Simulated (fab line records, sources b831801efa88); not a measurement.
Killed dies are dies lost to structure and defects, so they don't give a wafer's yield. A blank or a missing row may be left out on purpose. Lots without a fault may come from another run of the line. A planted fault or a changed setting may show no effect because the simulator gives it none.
A struck lot beside a sound one | flow sky130 | 20 steps out of a route of 708
Sound: wafers L657.2, L657.3, L657.6. Struck: wafers L664.2, L664.5, L664.6. The cause comes at the end.
At each step with rows: each side's tool, then ch and its chambers, then its first start. Under that, the readings that differ: sound wafers | struck wafers | difference of the means | sigmas: that difference in standard deviations of wafers without a fault.
alike: readings whose means differ by less than 2 such deviations, and words and numbers that are the same on both sides. not compared: withheld readings, readings that some wafer has no value for, bounds like >300 that may hide the same value, and numbers for which the record gives no deviation and whose values overlap.
The two part at a step that has a row with sigmas, a row that says differs or no value, or rows on one side only. Numbers that don't overlap but have no deviation are shown without sigmas and don't part them. A reading that every wafer of one side lacks parts them only if that side has two wafers or more.

first, 6 steps without rows for these wafers: SKY_VT_ADJUST_PCH_HMDS_01 (prime time 60 s); SKY_VT_ADJUST_PCH_COAT_02 (resist thk 3000 nm); SKY_VT_ADJUST_PCH_SOFTBAKE_03; SKY_VT_ADJUST_PCH_EXPOSE_04 (exposes mask NWM, target cd 840 nm); SKY_VT_ADJUST_PCH_PEB_05; SKY_VT_ADJUST_PCH_DEVELOP_06 (develop time 60 s).
SKY_VT_ADJUST_PCH_OVL_MEAS_07:
  sound on overlay-02, day 11 08:49; struck on overlay-02, day 13 14:07
  alike: VT_ADJUST_PCH_OVL
then, 1 step without rows for these wafers: SKY_VT_ADJUST_PCH_IMPLANT_08.
SKY_VT_ADJUST_PCH_STRIP_09: strips in O2/N2.
  sound on plasma_asher-04 ch 0, day 11 08:59; struck on plasma_asher-03 ch 0,1, day 13 14:17
  alike: chamber_pressure_mTorr, drypump_motor_current_A, oes_product_au, strip_time_to_endpoint_s
  not compared: rf_hours_counter_h
SKY_VT_ADJUST_PCH_TW_MEAS_10:
  sound on film_metro-04, day 11 09:06; struck on film_metro-04, day 13 14:24
  alike: VT_ADJUST_PCH_TW
then, 2 steps without rows for these wafers: SKY_SONOS_TUNNEL_DEHYDRATE_00 (time 60 s); SKY_SONOS_TUNNEL_HMDS_01 (prime time 60 s).
SKY_SONOS_TUNNEL_COAT_02: resist thk 1140 nm.
  sound on litho_track-03 ch 0, day 11 20:38; struck on litho_track-01, day 14 03:50
  no value came back on the struck wafers for chill_plate_temp_C (C), dispense_pressure_kPa (kPa); on the sound wafers chill_plate_temp_C (C) reads 23.02 23.07 22.96
then, 4 steps without rows for these wafers: SKY_SONOS_TUNNEL_SOFTBAKE_03 (time 60 s); SKY_SONOS_TUNNEL_EXPOSE_04 (exposes mask TUNM, target cd 410 nm); SKY_SONOS_TUNNEL_PEB_05; SKY_SONOS_TUNNEL_DEVELOP_06 (develop time 60 s).
SKY_SONOS_TUNNEL_CD_MEAS_07: target cd 410 nm.
  sound on cd_sem-02, day 12 08:38; struck on cd_sem-01, day 14 17:04
  reading    | sound             | struck | difference                    | sigmas
  cd_nm (nm) | 410.9 412.1 410.9 | - - -  | no value on the struck wafers |
SKY_SONOS_TUNNEL_OVL_MEAS_08:
  sound on overlay-02, day 12 08:44; struck on overlay-01, day 14 17:11
  reading               | sound       | struck | difference                    | sigmas
  SONOS_TUNNEL_OVL (nm) | 0.2 0.4 1.8 | - - -  | no value on the struck wafers |
-- the record jumps here: 34 days lie between the struck wafers' starts before and after (it left off in module SONOS_TUNNEL and takes up again in module PAD_OPEN, whose first step shown is number 708 of the route) --
SKY_PAD_OPEN_PROBE_99:
  the record has rows for the struck wafers here (prober-01, day 48 21:23) and none for the sound ones

WHERE THEY PART
First at SKY_SONOS_TUNNEL_COAT_02; last, within this record, at SKY_PAD_OPEN_PROBE_99.

WHY: what the simulator had put in
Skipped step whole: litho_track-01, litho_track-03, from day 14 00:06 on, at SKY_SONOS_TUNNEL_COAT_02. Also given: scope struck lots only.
